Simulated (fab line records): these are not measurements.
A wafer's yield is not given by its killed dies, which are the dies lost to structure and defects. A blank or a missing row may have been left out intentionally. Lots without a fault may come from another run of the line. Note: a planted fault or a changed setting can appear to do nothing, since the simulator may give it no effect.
Comparing a struck lot with a sound one | flow sky130 | 15 steps out of a route of 708
Sound: the wafers L247.3, L247.5, L247.6. Struck: wafers L257.1, L257.2, L257.3. The cause is named last.
For every step that has rows: the tool of each side, followed by ch and its chambers, followed by its first start. Under that, the readings that differ: sound wafers | struck wafers | difference of the means | sigmas: that difference in standard deviations of wafers without a fault.
alike: readings with means less than 2 such deviations apart, plus words and numbers identical on both sides. not compared: withheld readings, readings lacking a value on some wafer, bounds such as >300 that could conceal the same value, and numbers that have no deviation in the record and whose values overlap.
The two part at a step that has a row with sigmas, a row that says differs or no value, or rows on one side only. Numbers that have no deviation but don't overlap get no sigmas and don't part them. A reading that every wafer of one side lacks parts them only if that side has two wafers or more.

SKY_VIA3_OVL_MEAS_13:
  sound on overlay-01 at day 42 14:21; struck on overlay-01 at day 45 03:00
  alike: VIA3_OVL
then, 1 step without rows for these wafers: SKY_VIA3_ETCH_14 (etches BARC in N2/H2, stops on SiO2, time 45.9 s, target depth 60 nm).
SKY_VIA3_ETCH_15: etches SiO2 in C4F8/O2/Ar, stops on TiN, target depth 507 nm, time 78 s.
  sound on rie diel-01 ch 1,2,3, day 42 14:25; struck on rie diel-01 ch 0,1,3, day 45 03:05
  alike: oes product au
  not compared: rf hours counter h
SKY_VIA3_STRIP_16: strips in O2/N2.
  sound on plasma asher-02 ch 0,1, day 42 14:30; struck on plasma asher-01 ch 0,1, day 45 03:08
  alike: drypump motor current A, oes product au, strip time to endpoint s
  not compared: rf hours counter h
then, 3 steps without rows for these wafers: SKY_VIA3_STRIP_17 (strips in post etch residue remover, time 1200 s); SKY_VIA3_CLEAN_18 (cleans in IPA, time 180 s); SKY_VIA3_CLEAN_19 (cleans in O3/DIW).
SKY_VIA3_SPUTTER_20: material TiN, target thk 20 nm, time 80 s.
  sound on pvd sputter-04 at day 42 15:04; struck on pvd sputter-03 at day 45 03:44
  alike: cathode dc power W, chamber pressure pa, throttle valve pct
SKY_VIA3_CVD_21: deposits W, target thk 390 nm, time 117.31 s.
  sound on cvd w-01 ch 0,1, day 42 15:10; struck on cvd w-01 ch 0,1, day 45 03:48
  alike: heater power w, susceptor temp C
SKY_VIA3_RS_MEAS_22: a four-point-probe measurement.
  sound on film metro-02 at day 42 15:17; struck on film metro-01 at day 45 03:56
  alike: VIA3_W_RS
SKY_VIA3_THK_MEAS_23: measures by xrf.
  sound on film metro-02 at day 42 15:23; struck on film metro-01 at day 45 04:03
  alike: VIA3_W_THK
SKY_VIA3_CMP_24: polishes, stops on SiO2, t overpolish 20 s, target thk 0 nm.
  sound on cmp-01 ch 0,2,3, day 42 15:32; struck on cmp-02 ch 0,1,2, day 45 04:10
  alike: motor current A, overpolish run s, time to endpoint s
SKY_METAL4_SPUTTER_00: material Ti, target thk 15 nm, time 10 s.
  sound on pvd sputter-01 at day 42 15:44; struck on pvd sputter-02 at day 45 04:25
  no value came back on the struck wafers for cathode dc power W (W), chamber pressure pa (Pa), throttle valve pct (%); on the sound wafers cathode dc power W (W) reads 3000.7 3000.6 2999.5
then, 1 step without rows for these wafers: SKY_METAL4_SPUTTER_01 (material TiN, target thk 20 nm, time 16.7 s).
SKY_PAD_OPEN_PROBE_99:
  the record has rows for the sound wafers here (prober-02, day 48 07:28) and none for the struck ones

== WHERE THEY PART ==
Last at SKY_PAD_OPEN_PROBE_99 as far as this record goes, first at SKY_METAL4_SPUTTER_00.

WHY: whatever the simulator had introduced
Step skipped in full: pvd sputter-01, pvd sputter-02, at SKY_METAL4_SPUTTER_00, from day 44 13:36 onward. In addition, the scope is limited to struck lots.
